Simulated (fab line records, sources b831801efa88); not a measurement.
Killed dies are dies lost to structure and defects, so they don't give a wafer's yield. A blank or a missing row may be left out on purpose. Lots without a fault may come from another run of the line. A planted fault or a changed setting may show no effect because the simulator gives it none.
A struck lot beside a sound one | flow gf180mcu | 28 steps out of a route of 602
Sound: wafers L270.1, L270.3, L270.6. Struck: wafers L258.2, L258.6. (L258.1 of the same lot was not struck and is left out.) The cause comes at the end.
At each step with rows: each side's tool, then ch and its chambers, then its first start. Under that, the readings that differ: sound wafers | struck wafers | difference of the means | sigmas: that difference in standard deviations of wafers without a fault.
alike: readings whose means differ by less than 2 such deviations, and words and numbers that are the same on both sides. not compared: withheld readings, readings that some wafer has no value for, bounds like >300 that may hide the same value, and numbers for which the record gives no deviation and whose values overlap.
The two part at a step that has a row with sigmas, a row that says differs or no value, or rows on one side only. Numbers that don't overlap but have no deviation are shown without sigmas and don't part them. A reading that every wafer of one side lacks parts them only if that side has two wafers or more.

first, 8 steps without rows for these wafers: GF_M3_PEB_12 (peb time 90 s); GF_M3_DEVELOP_13 (develop time 60 s); GF_M3_METAL_ETCH_16 (etches the open film in Cl2/BCl3, stops on SiO2, target depth 750.8 nm, time 125.1 s); GF_M3_STRIP_17 (strips in O2/N2); GF_M3_STRIP_18 (strips in post etch residue remover, time 1200 s); GF_M3_CLEAN_19 (cleans in DIW); GF_V3_CVD_00 (deposits SiO2, target thk 600 nm, time 100 s); GF_V3_CVD_02 (deposits SiO2 from TEOS, target thk 850 nm, time 94.851 s).
GF_V3_CMP_04: polishes SiO2.
  sound on cmp-01 ch 2,3, day 28 07:06; struck on cmp-01 ch 1, day 24 16:29
  reading                             | sound             | struck      | difference | sigmas
  time_to_endpoint_s (s)              | 77 80 81          | 107 105     | +27        | +5
  model.SiO2_of_V3_CVD_02.thk_nm (nm) | 631.8 632.7 631.2 | 710.2 709.1 | +77.8      |
  alike: motor_current_A
then, 9 steps without rows for these wafers: GF_V3_DEHYDRATE_06 (time 60 s); GF_V3_HMDS_07 (prime time 60 s); GF_V3_COAT_08; GF_V3_COAT_09 (resist thk 1000 nm); GF_V3_SOFTBAKE_10 (time 60 s); GF_V3_EXPOSE_11 (exposes mask Via3, target cd 260 nm); GF_V3_PEB_12 (peb time 90 s); GF_V3_DEVELOP_13 (develop time 60 s); GF_V3_ETCH_16 (etches BARC in N2/H2).
GF_V3_ETCH_17: etches SiO2 in C4F8/O2/Ar, stops on TiN, target depth 635 nm.
  sound on rie_diel-04 ch 2,3; struck on rie_diel-03 ch 0,2
  reading                        | sound             | struck      | difference | sigmas
  oes_product_au (a.u.)          | 0.856 0.857 0.849 | 0.912 0.914 | +0.059     | +13
  model.V3.feature_depth_nm (nm) | 631.8 632.7 631.2 | 710.2 709.1 | +77.8      |
  model.etch.depth_nm (nm)       | 631.8 632.7 631.2 | 710.2 709.1 | +77.8      |
then, 6 steps without rows for these wafers: GF_V3_STRIP_18 (strips in O2/N2); GF_V3_STRIP_19 (strips in post etch residue remover, time 1200 s); GF_V3_CLEAN_20 (cleans in DIW); GF_V3_SPUTTER_21 (material Ti, target thk 15 nm, time 80.02 s); GF_V3_SPUTTER_22 (material TiN, target thk 10 nm, time 40 s); GF_V3_CVD_23 (deposits W, target thk 350 nm, time 104.9 s).
GF_V3_CMP_26: polishes, stops on SiO2, t overpolish 15 s, target thk 0 nm.
  sound on cmp-02 ch 1,2,3, day 29 03:32; struck on cmp-02 ch 1, day 25 15:15
  reading                             | sound           | struck      | difference | sigmas
  model.SiO2_of_V3_CVD_02.thk_nm (nm) | 628 628.9 627.4 | 706.4 705.3 | +77.7      |
  alike: motor_current_A
then, 1 step without rows for these wafers: GF_M4_SPUTTER_00 (material Ti, target thk 37.5 nm, time 150 s).
-- the record jumps here: 6 days lie between the struck wafers' starts before and after (it left off in module M4 and takes up again in module PASSIVATION, whose first step shown is number 602 of the route) --
GF_PASSIVATION_PROBE_99:
  the record has rows for the struck wafers here (prober-01, day 31 18:08) and none for the sound ones

WHERE THEY PART
First at GF_V3_CMP_04; last, within this record, at GF_PASSIVATION_PROBE_99.

WHY: what the simulator had put in
Process parameter drift: cmp-01, from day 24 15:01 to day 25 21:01, at GF_V3_CMP_04. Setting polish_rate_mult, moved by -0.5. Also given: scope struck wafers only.
